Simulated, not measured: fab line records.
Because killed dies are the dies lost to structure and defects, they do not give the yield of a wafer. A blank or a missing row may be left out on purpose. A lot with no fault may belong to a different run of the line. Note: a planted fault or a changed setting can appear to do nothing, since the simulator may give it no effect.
The tool behind it: which one? | flow sky130 | 10 lots with 30 wafers sampled at 3 steps, on a route of 708 steps

WHAT THE GAUGES SHOWED, per wafer
SKY_PWDE_OVL_MEAS_07.
lot  | measured    | on         | PWDE_OVL (nm)
L922 | day 4 10:49 | overlay-02 | -0.4 -0.5 0.8
L927 | day 5 08:48 | overlay-02 | 1.4 1.0 1.2
L928 | day 5 09:19 | overlay-01 | 0.0 0.3 0.8
L935 | day 6 22:27 | overlay-01 | 0.5 0.5 -0.5
L936 | day 7 05:38 | overlay-01 | -1.4 0.2 -0.1
L938 | day 7 23:39 | overlay-02 | 1.2 1.8 1.4
L942 | day 8 15:21 | overlay-02 | 0.7 0.1 -0.7
L943 | day 9 00:26 | overlay-02 | 0.2 -1.4 -0.6
L944 | day 9 09:50 | overlay-01 | 0.1 -0.2 -1.4
L945 | day 9 15:48 | overlay-01 | -0.2 0.7 0.1

SKY_SPACER_THK_MEAS_01.
lot  | measured     | on           | SPACER_CVD_00_THK (nm)
L922 | day 24 02:08 | filmMetro-04 | 43.4 43.4 43.5
L927 | day 25 17:32 | filmMetro-01 | 34.4 34.1 34.2 34.4 34.0 34.2
L928 | day 25 20:51 | filmMetro-03 | 33.9 34.1 33.8 33.9 34.1 33.8
L935 | day 28 16:04 | filmMetro-04 | 43.3 43.5 43.3
L936 | day 28 18:38 | filmMetro-03 | 43.0 42.9 42.9
L938 | day 29 21:21 | filmMetro-01 | 43.4 43.3 43.1
L942 | day 31 01:37 | filmMetro-03 | 43.1 43.6 43.2
L943 | day 31 00:24 | filmMetro-03 | 43.3 43.4 43.1
L944 | day 31 06:28 | filmMetro-03 | 42.6 42.7 42.4
L945 | day 31 15:45 | filmMetro-03 | 43.4 43.5 43.2

EACH LOT AND THE TOOL THAT RAN IT (in order: tool; ch and the chambers of the sampled wafers; start)
lot  | SKY_SPACER_CVD_00
L922 | lpcvd-02 ch 0, day 24 00:20
L927 | lpcvd-02 ch 1, day 25 15:44
L928 | lpcvd-02 ch 1, day 25 19:38
L935 | lpcvd-02 ch 1, day 28 14:52
L936 | lpcvd-02 ch 0, day 28 17:25
L938 | lpcvd-02 ch 0, day 29 20:08
L942 | lpcvd-02 ch 1, day 31 00:24
L943 | lpcvd-02 ch 1, day 30 23:12
L944 | lpcvd-02 ch 1, day 31 05:13
L945 | lpcvd-02 ch 0, day 31 14:32
- SKY_SPACER_CVD_00: deposits Si3N4 from DCS/NH3, target thk 43.1 nm, time 740 s.

WHAT THE TOOLS THEMSELVES READ (means of the sampled wafers that have a number; where no wafer has one, the mark that the record gives instead)
SKY_SPACER_CVD_00.
lot  | tool     | pressureMtorr (mTorr) | spikeTcBottomC (C) | spikeTcCentreC (C) | spikeTcLowerC (C) | spikeTcTopC (C) | spikeTcUpperC (C) | susceptorTempC (C)
L922 | lpcvd-02 | 249.6                 | 796                | 769.6              | 769.6             | 785.6           | 769.9             | 770.0
L927 | lpcvd-02 | 250.3                 | 775                | 759.2              | 757.3             | 769.9           | 755.3             | 756.3
L928 | lpcvd-02 | 249.4                 | 775                | 759.1              | 756.4             | 771.3           | 755.6             | 756.4
L935 | lpcvd-02 | 250.1                 | 788                | 771.9              | 769.9             | 783.2           | 769.1             | 769.8
L936 | lpcvd-02 | 250.1                 | 796                | 769.6              | 769.6             | 786.1           | 770.4             | 770.3
L938 | lpcvd-02 | 249.6                 | 796                | 770.2              | 770.3             | 787.1           | 770.3             | 769.7
L942 | lpcvd-02 | 249.7                 | 789                | 772.8              | 770.1             | 782.1           | 768.2             | 769.7
L943 | lpcvd-02 | 250.7                 | 788                | 771.0              | 769.5             | 783.4           | 768.5             | 770.2
L944 | lpcvd-02 | 249.6                 | 788                | 773.1              | 770.6             | 782.0           | 768.5             | 769.8
L945 | lpcvd-02 | 249.9                 | 796                | 769.5              | 769.3             | 786.4           | 769.2             | 769.7

THE ANSWER, worked out from the rows above alone
Rule: the lots themselves supply what counts as usual. Put in order of their means at a reading, lots are off if they are a third of the lots or fewer, leave a main group of 4 or more, and stand apart from it by a gap of 3 or more times the standard deviation of the main group's means; of several such gaps the widest counts. A main group is skipped when, at the precision printed for the reading in the tables above, its means are all equal. A lot without any number at a reading at which 4 lots or more have one is off too. The other lots that the step has rows for count as sound. First the gauges in route order, then the tools' own readings, where a lot's mean is used as printed above. At the first step where some lot is off, the reading lying furthest off is the one used; lots without a number count as furthest.
Off: L927, L928, at SKY_SPACER_THK_MEAS_01 (SPACER_CVD_00_THK). The main group has a mean of 43.2 nm with a standard deviation of 0.27.
A tool fits if, at a process step before that reading, it ran every lot that is off, and no sound lot after the first of them. The gauges at SKY_SPACER_THK_MEAS_01 aren't tried: what is off there is off at SKY_SPACER_CVD_00 too, on other tools, and a gauge's error can't cause that. Of those tried, none fits.

WHAT HAD BEEN PUT IN BY THE SIMULATOR
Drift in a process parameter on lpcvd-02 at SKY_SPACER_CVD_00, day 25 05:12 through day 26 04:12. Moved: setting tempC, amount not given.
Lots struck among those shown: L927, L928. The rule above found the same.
